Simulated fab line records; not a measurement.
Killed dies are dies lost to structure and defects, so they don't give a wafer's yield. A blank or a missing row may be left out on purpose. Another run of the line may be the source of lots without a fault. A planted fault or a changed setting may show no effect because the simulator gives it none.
Struck lot and sound lot, side by side || flow sky130 || 17 out of 708 route steps
Sound: these wafers, L374.1, L374.2, L374.5. The struck wafers were L395.1, L395.3, L395.4. The cause is given at the end.
Per side, at each step with rows, come the tool, then ch with its chambers, and then its first start. Under that, the readings that differ: sound wafers || struck wafers || difference of the means || sigmas: that difference in standard deviations of wafers without a fault.
alike: a reading whose means differ by less than 2 such deviations, as well as words and numbers matching on both sides. not compared: withheld readings; readings where some wafer has no value; bounds like >300 that might hide an equal value; numbers whose values overlap and for which the record gives no deviation.
Wherever a step has rows on one side only, a row that says differs or no value, or a row with sigmas, the two part there. Non-overlapping numbers with no deviation appear without sigmas and do not part them. A reading that every wafer of one side lacks parts them only if that side has two wafers or more.

first, 1 step without rows for these wafers: SKY_VT_ADJUST_LVTN_IMPLANT_19.
SKY_VT_ADJUST_LVTN_STRIP_20: strips in O2/N2.
  sound on plasma asher-03 ch 0,1, day 8 07:26; struck on plasma asher-01 ch 0,1, day 14 01:40
{"reading": "drypump motor current A (A)", "sound": "5.52 5.60 5.48", "struck": "6.23 6.23 5.86", "difference": "+0.57", "sigmas": "+2"}
  alike: oes product au, strip time to endpoint s
  not compared: rf hours counter h
SKY_VT_ADJUST_LVTN_TW_MEAS_21:
  sound on film metro-01, day 8 07:32; struck on film metro-01, day 14 01:46
  alike: VT_ADJUST_LVTN_2_TW
then, 7 steps without rows for these wafers: SKY_VT_ADJUST_NCORE_DEHYDRATE_00 (time 60 s); SKY_VT_ADJUST_NCORE_HMDS_01 (prime time 60 s); SKY_VT_ADJUST_NCORE_COAT_02 (resist thk 1140 nm); SKY_VT_ADJUST_NCORE_SOFTBAKE_03 (time 60 s); SKY_VT_ADJUST_NCORE_EXPOSE_04 (exposes mask LVTN COMPLEMENT THIN, target cd 380 nm); SKY_VT_ADJUST_NCORE_PEB_05; SKY_VT_ADJUST_NCORE_DEVELOP_06 (develop time 60 s).
SKY_VT_ADJUST_NCORE_CD_MEAS_07: the cd target is 380 nm.
  sound on cd sem-01, day 9 04:35; struck on cd sem-01, day 15 03:50
  alike: cd nm
SKY_VT_ADJUST_NCORE_OVL_MEAS_08:
  sound on overlay-02, day 9 04:42; struck on overlay-02, day 15 03:57
{"reading": "VT_ADJUST_NCORE_OVL (nm)", "sound": "-2.4 -0.8 -1.9", "struck": "0.5 0.8 2.4", "difference": "+2.9", "sigmas": "+2"}
SKY_VT_ADJUST_NCORE_IMPLANT_09:
  sound on implanter-01 ch 0, day 9 04:44; struck on implanter-02 ch 0, day 15 03:59
{"reading": "beam energy keV", "sound": "9.9988 9.9992 9.9985", "struck": "12.559 12.558 12.559", "difference": "+2.560", "sigmas": "+99 or more"}
{"reading": "model.implant.rp nm (nm)", "sound": "34.39 34.39 34.39", "struck": "41.72 41.72 41.72", "difference": "+7.33", "sigmas": ""}
{"reading": "model.implant.drp nm (nm)", "sound": "17.11 17.11 17.11", "struck": "20.16 20.16 20.16", "difference": "+3.05", "sigmas": ""}
SKY_VT_ADJUST_NCORE_STRIP_10: strips in O2/N2.
  sound on plasma asher-01 ch 0,1, day 9 04:53; struck on plasma asher-04 ch 0,1, day 15 04:08
{"reading": "drypump motor current A (A)", "sound": "6.24 5.83 6.22", "struck": "5.12 5.12 5.59", "difference": -0.82, "sigmas": -3}
{"reading": "oes product au (a.u.)", "sound": "0.718 0.724 0.723", "struck": "0.711 0.715 0.710", "difference": -0.010, "sigmas": -2}
  alike: strip time to endpoint s
  not compared: rf hours counter h
SKY_VT_ADJUST_NCORE_TW_MEAS_11:
  sound on film metro-04, day 9 04:59; struck on film metro-03, day 15 04:14
{"reading": "VT_ADJUST_NCORE_TW", "sound": "217.7 217.4 218.9", "struck": "229.8 229.1 230.8", "difference": "+11.9", "sigmas": "+9"}
then, 1 step without rows for these wafers: SKY_VT_ADJUST_HVTR_DEHYDRATE_00 (time 60 s).
-- a jump in the record: the struck wafers' starts before and after are 36 days apart (it breaks off in module VT_ADJUST_HVTR and resumes in module PAD_OPEN, where the first step shown is number 708 of the route) --
SKY_PAD_OPEN_PROBE_99:
  sound on prober-02, day 46 09:04; struck on prober-02, day 51 00:38
{"reading": "model.etest.nfet_16v.r on ohm um", "sound": "1.4e+04 1.388e+04 1.387e+04", "struck": "1.48e+04 1.504e+04 1.482e+04", "difference": "+9.70e+02", "sigmas": ""}
{"reading": "model.etest.res pwell under gate.rs ohm sq", "sound": "2284 2276 2267", "struck": "2229 2225 2248", "difference": -42, "sigmas": ""}
{"reading": "model.etest.pfet g5v0d10v5.off log10 a um", "sound": "-12.86 -12.29 -12.66", "struck": "-11.16 -11.16 -11.4", "difference": "+1.36", "sigmas": ""}
{"reading": "model.etest.pfet g5v0d10v5.vt sat v (V)", "sound": "-0.6745 -0.6208 -0.6565", "struck": "-0.5174 -0.5146 -0.5345", "difference": "+0.1284", "sigmas": ""}
{"reading": "model.etest.pfet_16v.vt v (V)", "sound": "-1.103 -1.094 -1.096", "struck": "-1.02 -1.014 -1.02", "difference": "+0.08", "sigmas": ""}
{"reading": "model.etest.pfet g5v0d10v5.vt long v (V)", "sound": "-0.9315 -0.931 -0.927", "struck": "-0.8712 -0.86 -0.8785", "difference": "+0.0599", "sigmas": ""}
{"reading": "model.etest.nfet g5v0d10v5.body rise v (V)", "sound": "0.6668 0.6551 0.6621", "struck": "0.6892 0.7085 0.6941", "difference": "+0.0359", "sigmas": ""}
{"reading": "model.etest.nfet_16v.body rise v (V)", "sound": "0.6646 0.6521 0.6578", "struck": "0.6897 0.7042 0.6916", "difference": "+0.0370", "sigmas": ""}
  alike: killed_at_M0_to_M3, killed_at_M4_up, killed at contacts, killed at front end, killed at other, killed dies, killed open, killed short

== WHERE THEY PART ==
First at SKY_VT_ADJUST_LVTN_STRIP_20; last, within this record, at SKY_VT_ADJUST_NCORE_TW_MEAS_11. Later steps at which nothing parts them and some readings are alike: SKY_PAD_OPEN_PROBE_99.

WHY: what had been put in by the simulator
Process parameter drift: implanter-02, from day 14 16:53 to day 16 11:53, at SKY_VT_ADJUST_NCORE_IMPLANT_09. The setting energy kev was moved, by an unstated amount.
